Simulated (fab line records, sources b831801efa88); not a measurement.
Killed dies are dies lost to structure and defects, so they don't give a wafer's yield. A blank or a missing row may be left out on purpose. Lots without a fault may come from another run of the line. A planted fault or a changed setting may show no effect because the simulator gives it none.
fab line records | flow gf180mcu
record lots=5 wafers=15 last_day=34
route steps=602 shown M1@321 V1@335
lots that met no fault: from a run of the same line without faults
start_h: hours from the record's first day to the start of the lot's first wafer shown | wait_h: hours since the lot's step before | " the same as in the row above | L1.1+2: a row that stands for several wafers | - no value, or no start given | * or withheld: withheld | < > ~ a bound
route shown NAME@n: a module of which the file shows steps, and the number in the route of the first | usual: mean/standard deviation of fault-free wafers | same: alike in all rows | chamber/n: place in a boat | sites: the reading at each site | _std_site: their standard deviation | _edge_site: outer sites' mean less inner sites' | radius_mm: how far each site lies from the wafer's centre | mask NAME#n: copy n | behind: the tool/chamber that last shaped the wafer | hold: why the lot was held/for how many hours/how that ended | device: the transistor (n, p or np) that didn't switch | end of line: the same wafers' tests at the end of the route | a step without rows: its recipe alone | killed: dies lost to structure and defects at the first sort, not the wafer's yield | map: a wafer's dies, x killed, . not, _ none there
set.NAME: the setting as run; set.NAME@STEP: as run at that earlier step | model.NAME: the simulator's own value behind a step, which no gauge read
lots at some steps of the route; a table a step, a row a wafer
services: from which hour (start_h, from the record's first day; less than 0 if before it) a tool's chamber was out of use, for how many hours, and why
## steps
# step GF_M1_THK_MEAS_06
# recipe thk_meas_gauge=xrf reads=AlCu_of_M1_SPUTTER_02
# usual M1_ALCU_THK=446/5.8
# columns lot.wafer tool chamber start_h wait_h M1_ALCU_THK[nm]
L078.2 film_metro-03 - 404.27 0.1 454
L078.3 " - " " 452
L078.5 " - " " 456
L083.1 film_metro-03 - 445.71 0.1 453
L083.3 " - " " 453
L083.6 " - " " 453
L085.3 film_metro-04 - 463.54 0.1 440
L085.5 " - " " 444
L085.6 " - " " 444
L090.1 film_metro-03 - 508.20 0.1 441
L090.3 " - " " 443
L090.6 " - " " 443
L096.2 film_metro-03 - 547.90 0.1 442
L096.3 " - " " 443
L096.6 " - " " 439
# step GF_M1_DEHYDRATE_07
# recipe temp_c=200 time_s=60
# columns lot.wafer tool chamber start_h wait_h
L078.2+3+5 litho_track-04 0 414.64 10.4
L083.1+3+6 litho_track-04 0 456.87 11.1
L085.3+5+6 litho_track-01 0 475.61 12.1
L090.1+3+6 litho_track-03 0 519.10 10.9
L096.2+3+6 litho_track-03 0 558.18 10.3
# step GF_M1_HMDS_08
# recipe prime_time_s=60 prime_temp_c=120
# same prime_time_s=60
# columns lot.wafer tool chamber start_h wait_h
L078.2+3+5 litho_track-04 0 414.79 0.1
L083.1+3+6 litho_track-04 0 457.02 0.1
L085.3+5+6 litho_track-01 0 475.76 0.1
L090.1+3+6 litho_track-03 0 519.25 0.1
L096.2+3+6 litho_track-03 0 558.33 0.1
# step GF_M1_COAT_09
# recipe resist=KrF spin_rpm=withheld resist_thk_nm=1000
# columns lot.wafer tool chamber start_h wait_h
L078.2+3+5 litho_track-04 0 414.94 0.1
L083.1+3+6 litho_track-04 0 457.17 0.1
L085.3+5+6 litho_track-01 0 475.91 0.1
L090.1+3+6 litho_track-03 0 519.40 0.1
L096.2+3+6 litho_track-03 0 558.48 0.1
# step GF_M1_SOFTBAKE_10
# recipe temp_c=130 time_s=60 resist=KrF
# columns lot.wafer tool chamber start_h wait_h
L078.2+3+5 litho_track-04 0 415.09 0.1
L083.1+3+6 litho_track-04 0 457.32 0.1
L085.3+5+6 litho_track-01 0 476.06 0.1
L090.1+3+6 litho_track-03 0 519.55 0.1
L096.2+3+6 litho_track-03 0 558.63 0.1
# step GF_M1_EXPOSE_11
# recipe mask_id=Metal1 target_cd_nm=230 na=0.68 source_shape=conventional sigma_outer=0.6 dose_mj=28
# usual exposure_dose_mJ_cm2=27.972/0.028
# columns lot.wafer tool chamber start_h wait_h mask exposure_dose_mJ_cm2
L078.2 krf_scanner-02 0 - - Metal1#0 27.949
L078.3 " 0 " " Metal1#0 27.951
L078.5 " 0 " " Metal1#0 27.975
L083.1 krf_scanner-02 0 - - Metal1#0 27.948
L083.3 " 0 " " Metal1#0 27.954
L083.6 " 0 " " Metal1#0 27.969
L085.3 krf_scanner-02 0 - - Metal1#0 27.993
L085.5 " 0 " " Metal1#0 27.991
L085.6 " 0 " " Metal1#0 27.935
L090.1 krf_scanner-01 0 - - Metal1#0 28.009
L090.3 " 0 " " Metal1#0 27.997
L090.6 " 0 " " Metal1#0 28.020
L096.2 krf_scanner-02 0 - - Metal1#0 27.917
L096.3 " 0 " " Metal1#0 27.986
L096.6 " 0 " " Metal1#0 27.960
# step GF_M1_PEB_12
# recipe peb_temp_c=135 peb_time_s=90 resist=KrF
# columns lot.wafer tool chamber start_h wait_h
L078.2+3+5 litho_track-04 0 - -
L083.1+3+6 litho_track-04 0 - -
L085.3+5+6 litho_track-03 0 - -
L090.1+3+6 litho_track-01 0 - -
L096.2+3+6 litho_track-01 0 - -
# step GF_M1_DEVELOP_13
# recipe develop_time_s=60 dev_temp_c=21
# columns lot.wafer tool chamber start_h wait_h
L078.2+3+5 litho_track-04 0 427.59 0.2
L083.1+3+6 litho_track-04 0 469.42 0.2
L085.3+5+6 litho_track-03 0 487.60 0.1
L090.1+3+6 litho_track-01 0 531.36 0.2
L096.2+3+6 litho_track-01 0 569.64 0.2
# step GF_M1_CD_MEAS_14
# recipe target_cd_nm=230
# usual cd_nm=230.2/1.1
# columns lot.wafer tool chamber start_h wait_h cd_nm
L078.2 cd_sem-01 - 427.74 0.1 229.5
L078.3 " - " " 229.8
L078.5 " - " " 229.8
L083.1 cd_sem-02 - 469.57 0.1 230.6
L083.3 " - " " 230.8
L083.6 " - " " 232.2
L085.3 cd_sem-01 - 487.74 0.1 229.6
L085.5 " - " " 230.9
L085.6 " - " " 230.0
L090.1 cd_sem-01 - 531.51 0.1 231.2
L090.3 " - " " 232.1
L090.6 " - " " 231.8
L096.2 cd_sem-01 - 569.78 0.1 229.9
L096.3 " - " " 230.1
L096.6 " - " " 230.2
# step GF_M1_OVL_MEAS_15
# usual M1_OVL=-2/5.1
# columns lot.wafer tool chamber start_h wait_h M1_OVL[nm]
L078.2 overlay-02 - 427.85 0.1 -4
L078.3 " - " " 0
L078.5 " - " " -8
L083.1 overlay-02 - 469.69 0.1 -5
L083.3 " - " " -5
L083.6 " - " " -7
L085.3 overlay-02 - 487.84 0.1 -2
L085.5 " - " " 6
L085.6 " - " " 0
L090.1 overlay-02 - 531.63 0.1 3
L090.3 " - " " 4
L090.6 " - " " -5
L096.2 overlay-01 - 569.89 0.1 -4
L096.3 " - " " -7
L096.6 " - " " 1
# step GF_M1_METAL_ETCH_16
# recipe chemistry=Cl2/BCl3 mask_material=KrF target_depth_nm=750.8 stop_on=SiO2 pressure_mtorr=8 icp_w=800 bias_w=140 Cl2_flow_sccm=80 bcl3_flow_sccm=40 time_s=125.1
# usual drypump_motor_current_A=5.66/0.29 he_backside_leak_sccm=3.4/0.38 oes_product_au=0.988/0.0078 throttle_valve_pct=28.231/0.011
# columns lot.wafer tool chamber start_h wait_h drypump_motor_current_A he_backside_leak_sccm oes_product_au rf_hours_counter_h throttle_valve_pct
L078.2 rie_metal-02 1 427.88 0.0 5.79 3.6 0.995 8.2 28.234
L078.3 " 1 " " 5.81 3.5 0.993 - 28.211
L078.5 " 1 " " 5.79 3.5 0.997 - 28.215
L083.1 rie_metal-02 0 469.73 0.0 5.73 3.2 0.980 6.2 28.246
L083.3 " 0 " " 5.73 3.2 0.973 - 28.251
L083.6 " 0 " " 5.71 3.2 0.973 - 28.222
L085.3 rie_metal-02 0 487.90 0.1 5.72 3.3 0.990 - 28.234
L085.5 " 0 " " 5.73 3.3 0.986 - 28.245
L085.6 " 1 " " 5.75 3.6 0.996 - 28.222
L090.1 rie_metal-02 0 531.67 0.0 5.74 3.1 0.969 7.8 28.234
L090.3 " 1 " " 5.79 3.5 0.986 - 28.237
L090.6 " 0 " " 5.73 3.2 0.982 - 28.235
L096.2 rie_metal-02 1 569.92 0.0 5.82 3.5 0.983 12.3 28.214
L096.3 " 0 " " 5.71 3.2 0.973 - 28.247
L096.6 " 0 " " 5.71 3.3 0.985 - 28.236
# step GF_M1_STRIP_17
# recipe chemistry=O2/N2 power_w=1400 pressure_mtorr=1500 platen_temp_c=250 o2_flow_sccm=3000 n2_flow_sccm=300 overash_fraction=0.5
# usual drypump_motor_current_A=5.9/0.33 heater_power_w=313/25 oes_product_au=0.538/0.0051 platen_temp_c=249.99/0.18 strip_time_to_endpoint_s=7.40/0.067
# columns lot.wafer tool chamber start_h wait_h drypump_motor_current_A heater_power_w oes_product_au platen_temp_c rf_hours_counter_h strip_time_to_endpoint_s
L078.2 plasma_asher-02 0 428.01 0.1 6.4 335 0.532 250.02 64 7.29
L078.3 " 0 " " 6.5 325 0.535 249.80 - 7.34
L078.5 " 1 " " 5.7 317 0.536 250.02 - 7.32
L083.1 plasma_asher-02 1 469.85 0.1 5.7 311 0.539 249.98 69 7.47
L083.3 " 0 " " 6.5 338 0.548 250.23 - 7.50
L083.6 " 1 " " 5.7 320 0.543 249.76 - 7.52
L085.3 plasma_asher-04 0 488.02 0.1 6.0 350 0.537 249.83 - 7.46
L085.5 " 1 " " 5.5 285 0.543 249.79 - 7.44
L085.6 " 0 " " 6.1 339 0.539 249.81 - 7.34
L090.1 plasma_asher-02 0 531.80 0.1 6.4 337 0.550 249.84 76 7.48
L090.3 " 0 " " 6.5 329 0.539 250.15 - 7.40
L090.6 " 1 " " 5.7 308 0.544 250.17 - 7.49
L096.2 plasma_asher-04 0 570.05 0.1 6.1 345 0.544 250.09 15 7.39
L096.3 " 0 " " 6.1 348 0.536 250.15 - 7.46
L096.6 " 1 " " 5.5 287 0.544 250.21 - 7.45
# step GF_M1_STRIP_18
# recipe chemistry=post_etch_residue_remover time_s=1200 temp_c=72.5
# columns lot.wafer tool chamber start_h wait_h
L078.2+3+5 wet_bench-03 0 428.11 0.1
L083.1+3+6 wet_bench-04 1 469.95 0.1
L085.3+5+6 wet_bench-04 1 488.09 0.0
L090.1+3+6 wet_bench-04 2 531.90 0.1
L096.2+3+6 wet_bench-04 2 570.15 0.1
# step GF_M1_CLEAN_19
# recipe chemistry=DIW dry=n2_spin
# columns lot.wafer tool chamber start_h wait_h
L078.2+3+5 wet_bench-04 0 428.45 0.0
L083.1+3+6 wet_bench-02 2 470.30 0.0
L085.3+5+6 wet_bench-02 0 488.46 0.0
L090.1+3+6 wet_bench-02 0 532.24 0.0
L096.2+3+6 wet_bench-02 1 570.52 0.0
# step GF_V1_CVD_00
# recipe material=SiO2 target_thk_nm=600 sigma_open_frac=0.3 temp_c=400 time_s=100 sih4_flow_sccm=60 pressure_mtorr=6
# columns lot.wafer tool chamber start_h wait_h
L078.2+3+5 hdpcvd-01 0,1,2 428.55 0.0
L083.1+3+6 hdpcvd-02 2,1,0 470.40 0.0
L085.3+5+6 hdpcvd-02 2,2,0 488.56 0.0
L090.1+3+6 hdpcvd-01 1,2,1 532.33 0.0
L096.2+3+6 hdpcvd-01 0,1,1 570.61 0.0
# step GF_V1_THK_MEAS_01
# recipe reads=SiO2_of_V1_CVD_00
# usual V1_CVD_00_THK=597/6
# columns lot.wafer tool chamber start_h wait_h V1_CVD_00_THK[nm]
L078.2 film_metro-04 - 428.63 0.0 596
L078.3 " - " " 594
L078.5 " - " " 603
L083.1 film_metro-03 - 470.47 0.0 598
L083.3 " - " " 614
L083.6 " - " " 612
L085.3 film_metro-04 - 488.65 0.1 593
L085.5 " - " " 599
L085.6 " - " " 601
L090.1 film_metro-02 - 532.40 0.0 589
L090.3 " - " " 589
L090.6 " - " " 584
L096.2 film_metro-04 - 570.69 0.0 589
L096.3 " - " " 599
L096.6 " - " " 586
# step GF_V1_CVD_02
# recipe material=SiO2 target_thk_nm=850 precursor=TEOS temp_c=400 time_s=94.851 rf_w=600
# usual heater_power_w=656/110
# columns lot.wafer tool chamber start_h wait_h heater_power_w
L078.2 pecvd-04 0 428.68 0.0 671
L078.3 " 2 " " 617
L078.5 " 0 " " 687
L083.1 pecvd-02 1 470.53 0.1 618
L083.3 " 2 " " 736
L083.6 " 2 " " 791
L085.3 pecvd-04 2 488.69 0.0 590
L085.5 " 1 " " 483
L085.6 " 2 " " 483
L090.1 pecvd-02 2 532.46 0.1 737
L090.3 " 0 " " 732
L090.6 " 0 " " 797
L096.2 pecvd-04 2 570.74 0.0 516
L096.3 " 0 " " 680
L096.6 " 0 " " 683
# step GF_V1_THK_MEAS_03
# recipe reads=SiO2_of_V1_CVD_02
# usual V1_CVD_02_THK=850/10
# columns lot.wafer tool chamber start_h wait_h V1_CVD_02_THK[nm]
L078.2 film_metro-04 - 428.76 0.0 856
L078.3 " - " " 840
L078.5 " - " " 871
L083.1 film_metro-02 - 470.60 0.0 849
L083.3 " - " " 853
L083.6 " - " " 872
L085.3 film_metro-02 - 488.78 0.1 851
L085.5 " - " " 859
L085.6 " - " " 862
L090.1 film_metro-04 - 532.53 0.0 842
L090.3 " - " " 854
L090.6 " - " " 866
L096.2 film_metro-03 - 570.82 0.0 849
L096.3 " - " " 832
L096.6 " - " " 857
# step GF_V1_CMP_04
# recipe material=SiO2 down_force_psi=4 platen_rpm=60 pad_velocity_m_s=0.94248
# usual motor_current_A=12.4/1.1 time_to_endpoint_s=80/5
# columns lot.wafer tool chamber start_h wait_h motor_current_A time_to_endpoint_s
L078.2 cmp-02 3 428.81 0.0 12.4 85
L078.3 " 2 " " 11.5 75
L078.5 " 0 " " 13.1 92
L083.1 cmp-01 1 470.71 0.1 12.5 76
L083.3 " 3 " " 12.5 78
L083.6 " 0 " " 11.9 84
L085.3 cmp-01 0 488.87 0.1 11.4 81
L085.5 " 3 " " 12.5 81
L085.6 " 0 " " 12.4 86
L090.1 cmp-02 2 532.64 0.1 11.2 74
L090.3 " 0 " " 14.5 81
L090.6 " 1 " " 10.7 88
L096.3 cmp-02 2 571.02 0.2 11.1 76
L096.2 " 3 " " 12.3 86
L096.6 " 1 " " 11.2 83
# step GF_V1_BOW_MEAS_05
# recipe mode=bow
# usual V1_BOW=83/7.3
# columns lot.wafer tool chamber start_h wait_h V1_BOW[um]
L078.2 film_metro-03 - 429.13 0.3 93
L078.3 " - " " 83
L078.5 " - " " 76
L083.1 film_metro-04 - 470.96 0.2 88
L083.3 " - " " 95
L083.6 " - " " 88
L085.3 film_metro-02 - 489.16 0.2 84
L085.5 " - " " 72
L085.6 " - " " 77
L090.1 film_metro-03 - 532.89 0.2 90
L090.3 " - " " 95
L090.6 " - " " 82
L096.2 film_metro-04 - 571.24 0.1 83
L096.3 " - " " 78
L096.6 " - " " 94
# step GF_V1_DEHYDRATE_06
# recipe temp_c=200 time_s=60
# columns lot.wafer tool chamber start_h wait_h
L078.2+3+5 litho_track-02 0 440.02 10.9
L083.1+3+6 litho_track-04 0 482.02 11.0
L085.3+5+6 litho_track-04 0 500.22 11.0
L090.1+3+6 litho_track-01 0 543.51 10.6
L096.2+3+6 litho_track-04 0 581.29 10.0
# step GF_V1_HMDS_07
# recipe prime_time_s=60 prime_temp_c=120
# same prime_time_s=60
# columns lot.wafer tool chamber start_h wait_h
L078.2+3+5 litho_track-02 0 440.17 0.1
L083.1+3+6 litho_track-04 0 482.17 0.1
L085.3+5+6 litho_track-04 0 500.37 0.1
L090.1+3+6 litho_track-01 0 543.66 0.1
L096.2+3+6 litho_track-04 0 581.44 0.1
# step GF_V1_COAT_08
# recipe resist=BARC temp_c=withheld time_s=withheld spin_rpm=withheld resist_thk_nm=withheld
# columns lot.wafer tool chamber start_h wait_h
L078.2+3+5 litho_track-02 0 440.32 0.1
L083.1+3+6 litho_track-04 0 482.32 0.1
L085.3+5+6 litho_track-04 0 500.52 0.1
L090.1+3+6 litho_track-01 0 543.81 0.1
L096.2+3+6 litho_track-04 0 581.59 0.1
# step GF_V1_COAT_09
# recipe resist=KrF spin_rpm=withheld resist_thk_nm=1000
# columns lot.wafer tool chamber start_h wait_h
L078.2+3+5 litho_track-02 0 - -
L083.1+3+6 litho_track-04 0 - -
L085.3+5+6 litho_track-04 0 - -
L090.1+3+6 litho_track-01 0 - -
L096.2+3+6 litho_track-04 0 - -
# step GF_V1_SOFTBAKE_10
# recipe temp_c=130 time_s=60 resist=KrF
# columns lot.wafer tool chamber start_h wait_h
L078.2+3+5 litho_track-02 0 - -
L083.1+3+6 litho_track-04 0 - -
L085.3+5+6 litho_track-04 0 - -
L090.1+3+6 litho_track-01 0 - -
L096.2+3+6 litho_track-04 0 - -
# step GF_V1_EXPOSE_11
# recipe mask_id=Via1 target_cd_nm=260 na=0.68 source_shape=conventional sigma_outer=0.6 dose_mj=38
# usual exposure_dose_mJ_cm2=37.98/0.039
# columns lot.wafer tool chamber start_h wait_h mask exposure_dose_mJ_cm2
L078.2 krf_scanner-02 0 - - Via1#0 38.06
L078.3 " 0 " " Via1#0 38.08
L078.5 " 0 " " Via1#0 37.98
L083.1 krf_scanner-01 0 - - Via1#0 38.06
L083.3 " 0 " " Via1#0 38.03
L083.6 " 0 " " Via1#0 37.99
L085.3 krf_scanner-02 0 - - Via1#0 38.00
L085.5 " 0 " " Via1#0 38.06
L085.6 " 0 " " Via1#0 38.01
L090.1 krf_scanner-01 0 - - Via1#0 37.93
L090.3 " 0 " " Via1#0 37.93
L090.6 " 0 " " Via1#0 37.98
L096.2 krf_scanner-02 0 - - Via1#0 37.91
L096.3 " 0 " " Via1#0 37.93
L096.6 " 0 " " Via1#0 37.93
# step GF_V1_PEB_12
# recipe peb_temp_c=135 peb_time_s=90 resist=KrF
# columns lot.wafer tool chamber start_h wait_h
L078.2+3+5 litho_track-04 0 - -
L083.1+3+6 litho_track-04 0 - -
L085.3+5+6 litho_track-01 0 - -
L090.1+3+6 litho_track-04 0 - -
L096.2+3+6 litho_track-01 0 - -
# step GF_V1_DEVELOP_13
# recipe develop_time_s=60 resist=KrF dev_temp_c=21
# columns lot.wafer tool chamber start_h wait_h
L078.2+3+5 litho_track-04 0 453.14 0.2
L083.1+3+6 litho_track-04 0 494.17 0.2
L085.3+5+6 litho_track-01 0 512.16 0.1
L090.1+3+6 litho_track-04 0 555.27 0.2
L096.2+3+6 litho_track-01 0 592.34 0.2
# step GF_V1_CD_MEAS_14
# recipe target_cd_nm=260
# usual cd_nm=260.2/1.3
# columns lot.wafer tool chamber start_h wait_h cd_nm
L078.2 cd_sem-01 - 453.29 0.1 260.3
L078.3 " - " " 259.8
L078.5 " - " " 261.0
L083.1 cd_sem-02 - 494.32 0.1 258.4
L083.3 " - " " 257.9
L083.6 " - " " 258.0
L085.3 cd_sem-01 - 512.30 0.1 260.8
L085.5 " - " " 259.2
L085.6 " - " " 260.9
L090.1 cd_sem-01 - 555.42 0.1 261.2
L090.3 " - " " 261.2
L090.6 " - " " 261.9
L096.2 cd_sem-01 - 592.48 0.1 259.2
L096.3 " - " " 258.9
L096.6 " - " " 259.6
# step GF_V1_OVL_MEAS_15
# usual V1_OVL=-2/4.6
# columns lot.wafer tool chamber start_h wait_h V1_OVL[nm]
L078.2 overlay-01 - 453.40 0.1 -5
L078.3 " - " " -1
L078.5 " - " " 0
L083.1 overlay-01 - 494.44 0.1 -1
L083.3 " - " " 0
L083.6 " - " " -5
L085.3 overlay-01 - 512.40 0.1 -7
L085.5 " - " " -8
L085.6 " - " " -4
L090.1 overlay-01 - 555.54 0.1 0
L090.3 " - " " -6
L090.6 " - " " -3
L096.2 overlay-02 - 592.61 0.1 12
L096.3 " - " " 4
L096.6 " - " " 5
# step GF_V1_ETCH_16
# recipe chemistry=N2/H2 target_depth_a=withheld overetch_a=withheld time_s=withheld target=BARC ion_energy_ev=200 source_w=500 bias_w=100 pressure_mtorr=30 n2_flow_sccm=100 h2_flow_sccm=200
# usual drypump_motor_current_A=5.7/0.56 h2_flow_sccm=200.0/0.67 oes_product_au=0.855/0.0044 throttle_valve_pct=13.224/0.0095
# columns lot.wafer tool chamber start_h wait_h drypump_motor_current_A h2_flow_sccm oes_product_au throttle_valve_pct
L078.2 rie_diel-01 2 453.43 0.0 5.8 200.7 0.863 13.234
L078.3 " 0 " " 4.9 199.7 0.855 13.216
L078.5 " 1 " " 5.0 200.6 0.850 13.233
L083.1 rie_diel-01 2 494.47 0.0 5.8 199.8 0.860 13.220
L083.3 " 3 " " 6.4 199.9 0.857 13.212
L083.6 " 0 " " 4.9 200.4 0.853 13.229
L085.3 rie_diel-04 2 512.42 0.0 6.5 198.9 0.858 13.235
L085.5 " 1 " " 6.1 199.7 0.855 13.223
L085.6 " 2 " " 6.5 199.5 0.852 13.225
L090.1 rie_diel-04 0 555.57 0.0 5.6 200.0 0.854 13.215
L090.3 " 2 " " 6.5 200.0 0.857 13.231
L090.6 " 0 " " 5.6 200.3 0.843 13.245
L096.2 rie_diel-01 1 592.64 0.0 4.9 199.7 0.857 13.225
L096.3 " 2 " " 5.8 200.0 0.845 13.220
L096.6 " 2 " " 5.8 199.3 0.863 13.217
# step GF_V1_ETCH_17
# recipe chemistry=C4F8/O2/Ar mask_material=KrF target=SiO2 stop_on=TiN source_w=1500 bias_w=1200 pressure_mtorr=40 c4f8_flow_sccm=withheld O2_flow_sccm=6 Ar_flow_sccm=300 time_s=withheld target_depth_a=6300
# usual oes_product_au=0.856/0.0042
# columns lot.wafer tool chamber start_h wait_h oes_product_au
L078.2 rie_diel-01 2 - - 0.857
L078.3 " 0 " " 0.861
L078.5 " 1 " " 0.865
L083.1 rie_diel-01 2 - - 0.855
L083.3 " 3 " " 0.858
L083.6 " 0 " " 0.857
L085.3 rie_diel-04 2 - - 0.854
L085.5 " 1 " " 0.853
L085.6 " 2 " " 0.857
L090.1 rie_diel-04 0 - - 0.857
L090.3 " 2 " " 0.858
L090.6 " 0 " " 0.859
L096.2 rie_diel-01 1 - - 0.859
L096.3 " 2 " " 0.857
L096.6 " 2 " " 0.854
# step GF_V1_STRIP_18
# recipe chemistry=O2/N2 power_w=1400 pressure_mtorr=1500 platen_temp_c=250 o2_flow_sccm=3000 n2_flow_sccm=300 overash_fraction=0.5
# usual drypump_motor_current_A=5.82/0.25 heater_power_w=308/25 oes_product_au=0.593/0.0045 platen_temp_c=250.01/0.17
# columns lot.wafer tool chamber start_h wait_h drypump_motor_current_A heater_power_w oes_product_au platen_temp_c rf_hours_counter_h
L078.2 plasma_asher-01 0 453.55 - 5.70 313 0.597 250.14 75
L078.3 " 1 " " 6.13 318 0.594 249.77 -
L078.5 " 1 " " 6.16 310 0.600 249.72 -
L083.1 plasma_asher-01 0 494.60 - 5.72 307 0.586 250.08 80
L083.3 " 1 " " 6.11 305 0.586 249.89 -
L083.6 " 1 " " 6.10 310 0.597 249.90 -
L085.3 plasma_asher-04 1 512.58 - 5.48 277 0.595 249.89 -
L085.5 " 0 " " 6.10 344 0.593 249.90 -
L085.6 " 1 " " 5.50 282 0.601 249.95 -
L090.1 plasma_asher-03 1 555.70 - 5.86 301 0.593 249.97 44
L090.3 " 1 " " 5.86 291 0.589 249.84 -
L090.6 " 1 " " 5.87 297 0.590 250.04 -
L096.2 plasma_asher-04 1 592.77 - 5.48 282 0.592 249.94 18
L096.3 " 0 " " 6.08 346 0.602 249.86 -
L096.6 " 1 " " 5.46 294 0.597 250.05 -
# step GF_V1_STRIP_19
# recipe chemistry=post_etch_residue_remover time_s=1200 temp_c=72.5
# columns lot.wafer tool chamber start_h wait_h
L078.2+3+5 wet_bench-03 2 453.65 0.1
L083.1+3+6 wet_bench-03 1 494.70 0.1
L085.3+5+6 wet_bench-04 1 512.65 0.0
L090.1+3+6 wet_bench-01 3 555.80 0.1
L096.2+3+6 wet_bench-03 1 592.87 0.1
# step GF_V1_CLEAN_20
# recipe chemistry=DIW dry=n2_spin
# columns lot.wafer tool chamber start_h wait_h
L078.2+3+5 wet_bench-01 0 454.00 0.0
L083.1+3+6 wet_bench-04 3 495.05 0.0
L085.3+5+6 wet_bench-01 2 512.99 0.0
L090.1+3+6 wet_bench-04 1 556.14 0.0
L096.2+3+6 wet_bench-03 0 593.33 0.1
# step GF_V1_SPUTTER_21
# recipe material=Ti target_thk_nm=15 chamber_pressure_pa=5 power_w=2500 substrate_temp_c=200 time_s=80.02
# usual throttle_valve_pct=29.6/0.94
# columns lot.wafer tool chamber start_h wait_h throttle_valve_pct
L078.2 pvd_sputter-02 - 454.11 0.0 29.5
L078.3 " - " " 28.7
L078.5 " - " " 29.7
L083.1 pvd_sputter-02 - 495.14 0.0 29.7
L083.3 " - " " 29.4
L083.6 " - " " 29.5
L085.3 pvd_sputter-03 - 513.08 0.0 28.9
L085.5 " - " " 30.7
L085.6 " - " " 31.1
L090.1 pvd_sputter-03 - 556.24 0.0 28.9
L090.3 " - " " 30.8
L090.6 " - " " 30.7
L096.2 pvd_sputter-01 - 593.43 0.0 30.5
L096.3 " - " " 29.7
L096.6 " - " " 30.4
# step GF_V1_SPUTTER_22
# recipe material=TiN target_thk_nm=10 chamber_pressure_pa=5 power_w=4000 time_s=40
# usual throttle_valve_pct=29.6/0.95
# columns lot.wafer tool chamber start_h wait_h throttle_valve_pct
L078.2 pvd_sputter-02 - 454.17 0.0 29.4
L078.3 " - " " 28.4
L078.5 " - " " 29.5
L083.1 pvd_sputter-02 - 495.20 0.0 29.3
L083.3 " - " " 29.5
L083.6 " - " " 29.5
L085.3 pvd_sputter-03 - 513.14 0.0 29.2
L085.5 " - " " 30.5
L085.6 " - " " 30.8
L090.1 pvd_sputter-03 - 556.30 0.0 29.3
L090.3 " - " " 31.0
L090.6 " - " " 30.9
L096.2 pvd_sputter-01 - 593.49 0.0 30.5
L096.3 " - " " 29.6
L096.6 " - " " 30.5
# step GF_V1_CVD_23
# recipe material=W target_thk_nm=350 time_s=105.05 temp_c=400 pressure_torr=40
# usual heater_power_w=851/85
# columns lot.wafer tool chamber start_h wait_h heater_power_w
L078.2 cvd_w-01 1 454.21 0.0 995
L078.3 " 0 " " 767
L078.5 " 1 " " 1021
L083.1 cvd_w-02 1 495.24 0.0 851
L083.3 " 0 " " 812
L083.6 " 0 " " 798
L085.3 cvd_w-02 1 513.22 0.1 859
L085.5 " 1 " " 835
L085.6 " 0 " " 816
L090.1 cvd_w-02 0 556.34 0.0 802
L090.3 " 0 " " 784
L090.6 " 1 " " 845
L096.2 cvd_w-01 1 593.53 0.0 1028
L096.3 " 1 " " 1032
L096.6 " 1 " " 978
# step GF_V1_RS_MEAS_24
# recipe thk_meas_gauge=four-point-probe reads=W_of_V1_CVD_23+TiN_of_V1_SPUTTER_22+Ti_of_V1_SPUTTER_21
# usual V1_W_RS=0.329/0.0031
# columns lot.wafer tool chamber start_h wait_h V1_W_RS[ohm/sq]
L078.2 film_metro-04 - 454.34 0.1 0.335
L078.3 " - " " 0.327
L078.5 " - " " 0.328
L083.1 film_metro-04 - 495.35 0.1 0.326
L083.3 " - " " 0.329
L083.6 " - " " 0.323
L085.3 film_metro-03 - 513.33 0.1 0.321
L085.5 " - " " 0.322
L085.6 " - " " 0.323
L090.1 film_metro-02 - 556.45 0.1 0.330
L090.3 " - " " 0.331
L090.6 " - " " 0.331
L096.2 film_metro-04 - 593.66 0.1 0.332
L096.3 " - " " 0.330
L096.6 " - " " 0.331
# step GF_V1_THK_MEAS_25
# recipe thk_meas_gauge=xrf reads=W_of_V1_CVD_23
# usual V1_W_THK=354/6.1
# columns lot.wafer tool chamber start_h wait_h V1_W_THK[nm]
L078.2 film_metro-04 - 454.45 0.1 342
L078.3 " - " " 351
L078.5 " - " " 347
L083.1 film_metro-04 - 495.47 0.1 348
L083.3 " - " " 344
L083.6 " - " " 352
L085.3 film_metro-03 - 513.43 0.1 364
L085.5 " - " " 366
L085.6 " - " " 365
L090.1 film_metro-02 - 556.57 0.1 354
L090.3 " - " " 354
L090.6 " - " " 355
L096.2 film_metro-04 - 593.77 0.1 344
L096.3 " - " " 345
L096.6 " - " " 346
# step GF_V1_CMP_26
# recipe stop_on=SiO2 down_force_psi=3.5 platen_rpm=60 t_overpolish_s=15 target_thk_nm=0 pad_velocity_m_s=0.94248
# usual motor_current_A=11.4/1 overpolish_run_s=15.001/0.0089 time_to_endpoint_s=84/3.3
# columns lot.wafer tool chamber start_h wait_h motor_current_A overpolish_run_s time_to_endpoint_s
L078.2 cmp-01 3 454.50 0.0 11.1 14.997 84
L078.3 " 2 " " 13.3 14.994 82
L078.5 " 3 " " 12.0 14.987 82
L083.1 cmp-01 3 495.53 0.1 11.2 15.003 84
L083.3 " 0 " " 9.8 14.998 80
L083.6 " 0 " " 10.4 15.015 81
L085.3 cmp-02 0 513.47 0.0 12.8 14.997 89
L085.6 " 0 " " 13.1 15.006 91
L085.5 " 1 " " 10.3 14.999 88
L090.1 cmp-02 1 556.63 0.1 10.4 15.018 82
L090.3 " 0 " " 13.2 14.996 85
L090.6 " 2 " " 10.1 15.020 79
L096.2 cmp-01 2 593.87 0.1 13.5 14.992 83
L096.3 " 3 " " 11.2 15.012 86
L096.6 " 1 " " 11.5 15.001 84
## services
# columns tool chamber start_h hours kind
rie_diel-01 1 404.20 14.6 repair
cmp-01 - 404.28 4.0 pm
krf_scanner-02 - 407.31 1.0 pm
rie_diel-01 2 413.84 15.4 repair
cmp-01 - 414.72 2.2 repair
wet_bench-02 - 414.72 1.7 repair
plasma_asher-04 - 421.25 9.0 pm
rie_metal-02 - 421.43 2.1 repair
rie_diel-04 0 425.12 15.0 repair
cmp-01 - 434.28 4.2 pm
rie_diel-01 3 437.83 4.2 repair
krf_scanner-02 - 438.71 0.8 pm
cmp-01 - 443.47 1.9 repair
pvd_sputter-03 - 444.27 2.1 repair
krf_scanner-02 - 444.33 1.3 pm
cmp-02 - 459.38 4.1 pm
wet_bench-03 - 475.49 4.3 repair
cmp-02 - 479.53 5.5 pm
rie_diel-04 - 487.96 0.4 repair
rie_diel-01 1 505.06 7.3 repair
pvd_sputter-03 - 534.35 1.0 repair
rie_diel-04 3 547.88 7.9 repair
cmp-02 - 572.00 4.0 pm
krf_scanner-02 - 572.88 1.0 pm
## key
fault none
